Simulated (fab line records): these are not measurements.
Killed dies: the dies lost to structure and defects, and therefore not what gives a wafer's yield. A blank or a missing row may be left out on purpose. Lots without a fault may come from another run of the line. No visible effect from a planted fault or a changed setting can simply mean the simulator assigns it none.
A lot that was struck, set against a sound lot ; flow sky130 ; 15 out of 708 route steps
Sound: these wafers, L629.2, L629.3, L629.5. The struck wafers were L638.1, L638.3, L638.6. The cause comes at the end.
Each step with rows lists, per side, the tool, then ch with its chambers, then its first start. Under that, the readings that differ: sound wafers ; struck wafers ; difference of the means ; sigmas: that difference in standard deviations of wafers without a fault.
alike: readings with means less than 2 such deviations apart, plus words and numbers identical on both sides. not compared: withheld readings, readings lacking a value on some wafer, bounds such as >300 that could conceal the same value, and numbers that have no deviation in the record and whose values overlap.
A row with sigmas, a row that says differs or no value, or rows on one side alone: a step with any of these is where the two part. Numbers that don't overlap but have no deviation are shown without sigmas and don't part them. A reading missing from all wafers of one side parts the sides only when that side holds two or more wafers.

SKY_GATE_OXIDE_STRIP_13: strips in O2/N2.
  sound on plasma_asher-01 ch 0,1, day 13 19:26; struck on plasma_asher-01 ch 0,1, day 16 15:29
  alike: drypump_motor_current_A, o2_flow_sccm, oes_product_au, strip_time_to_endpoint_s
  not compared: rf_hours_counter_h
SKY_GATE_OXIDE_TW_MEAS_14:
  sound on film_metro-02, day 13 19:32; struck on film_metro-04, day 16 15:35
reading;sound;struck;difference;sigmas
GATE_OXIDE_TW;221.9 222.2 222.5;226.8 225.9 226.7;+4.3;+2
then, 3 steps without rows for these wafers: SKY_GATE_OXIDE_CLEAN_15 (cleans in SC1/SC2, time 150 s); SKY_GATE_OXIDE_OXIDATION_16 (stabilise 600 s, purge 300 s, target thk 3.57 nm); SKY_POLY_GATE_CVD_00 (deposits poly-Si, target thk 180 nm, time 720 s).
SKY_POLY_GATE_THK_MEAS_01:
  sound on film_metro-04, day 14 00:27; struck on film_metro-02, day 16 20:11
  alike: POLY_GATE_CVD_00_THK
then, 6 steps without rows for these wafers: SKY_RES_PROTECT_DEHYDRATE_00 (time 60 s); SKY_RES_PROTECT_HMDS_01 (prime time 60 s); SKY_RES_PROTECT_COAT_02 (resist thk 1140 nm); SKY_RES_PROTECT_SOFTBAKE_03 (time 60 s); SKY_RES_PROTECT_EXPOSE_04 (exposes mask RPM, target cd 1270 nm); SKY_RES_PROTECT_PEB_05.
SKY_RES_PROTECT_DEVELOP_06: develop time 60 s.
  sound on litho_track-01 ch 0, day 15 03:22; struck on litho_track-03 ch 0, day 18 00:50
reading;sound;struck;difference;sigmas
developer_temp_C (C);23.14 22.99 22.96;21.92 22.20 22.02;-0.98;-9
  alike: resist_line_temp_C
then, 1 step without rows for these wafers: SKY_POLY_GATE_IMPLANT_02.
-- the record jumps here: 30 days lie between the struck wafers' starts before and after (it left off in module POLY_GATE and takes up again in module PAD_OPEN, whose first step shown is number 708 of the route) --
SKY_PAD_OPEN_PROBE_99:
  sound on prober-02, day 45 18:35; struck on prober-02, day 47 22:40
reading;sound;struck;difference;sigmas
killed_at_M4_up;0 1 4;6;+4;+2
  alike: killed_at_M0_to_M3, killed_at_contacts, killed_at_front_end, killed_at_other, killed_dies, killed_open, killed_short

WHERE THEY PART
At SKY_GATE_OXIDE_TW_MEAS_14 first; at SKY_PAD_OPEN_PROBE_99 last (within this record only).

WHY: whatever the simulator had introduced
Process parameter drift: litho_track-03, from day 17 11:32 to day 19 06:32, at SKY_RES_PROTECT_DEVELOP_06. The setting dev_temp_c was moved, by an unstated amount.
